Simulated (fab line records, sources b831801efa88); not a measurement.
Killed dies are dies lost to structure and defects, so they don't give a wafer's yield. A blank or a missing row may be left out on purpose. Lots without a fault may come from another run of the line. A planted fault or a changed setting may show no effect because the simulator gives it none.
Chamber matching | flow sfq_line | SFQ_TRILAYER_I7_CMP_CMP_184 on cmp-01: 4 sister chambers
The step polishes SiO2. 8 wafers are shown with their chamber, then 8 later ones without.

WAFERS WITH THEIR CHAMBER
wafer  | chamber | motor_current_A (A) | time_to_endpoint_s (s)
L136.1 | 0       | 10.9                | 214
L136.3 | 3       | 8.5                 | 207
L137.3 | 3       | 8.4                 | 211
L137.4 | 1       | 11.4                | 227
L139.1 | 2       | 11.8                | 206
L139.4 | 1       | 10.8                | 221
L139.5 | 0       | 11.6                | 222
L141.2 | 2       | 11.3                | 214

WAFERS WITHOUT THEIR CHAMBER
wafer  | motor_current_A (A) | time_to_endpoint_s (s)
L141.3 | 11.3                | 222
L141.5 | 11.7                | 219
L144.1 | 8.3                 | 210
L144.4 | 11.5                | 211
L144.2 | 11.0                | 207
L149.3 | 11.3                | 209
L149.4 | 11.3                | 221
L150.4 | 11.2                | 215

WHICH CHAMBER EACH WENT THROUGH
wafer  | from the rows above          | in truth
L141.3 | can't be placed: 1 or 0 or 2 | 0
L141.5 | can't be placed: 0 or 1 or 2 | 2
L144.1 | 3                            | 3
L144.4 | can't be placed: 2 or 0      | 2
L144.2 | can't be placed: 2 or 0 or 1 | 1
L149.3 | can't be placed: 2 or 0      | 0
L149.4 | can't be placed: 0 or 1 or 2 | 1
L150.4 | can't be placed: 0 or 2 or 1 | 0
Placed correctly: 1 of 8. Can't be placed from these rows: 7 (the true chamber is among the candidates in 7). Placed wrongly: 0.
How it was worked out, from the rows above alone: a wafer's distance from a chamber is the root of the sum, over the readings, of the square of ((its reading less the chamber's mean) divided by the reading's scatter). The wafer belongs to the nearest chamber; if the next one is less than 2 further off, it can't be placed. A chamber's mean is the mean of its shown wafers. The scatter: the root of (the sum of the squares of (reading less its chamber's mean) over the shown wafers, divided by (wafers less chambers)).
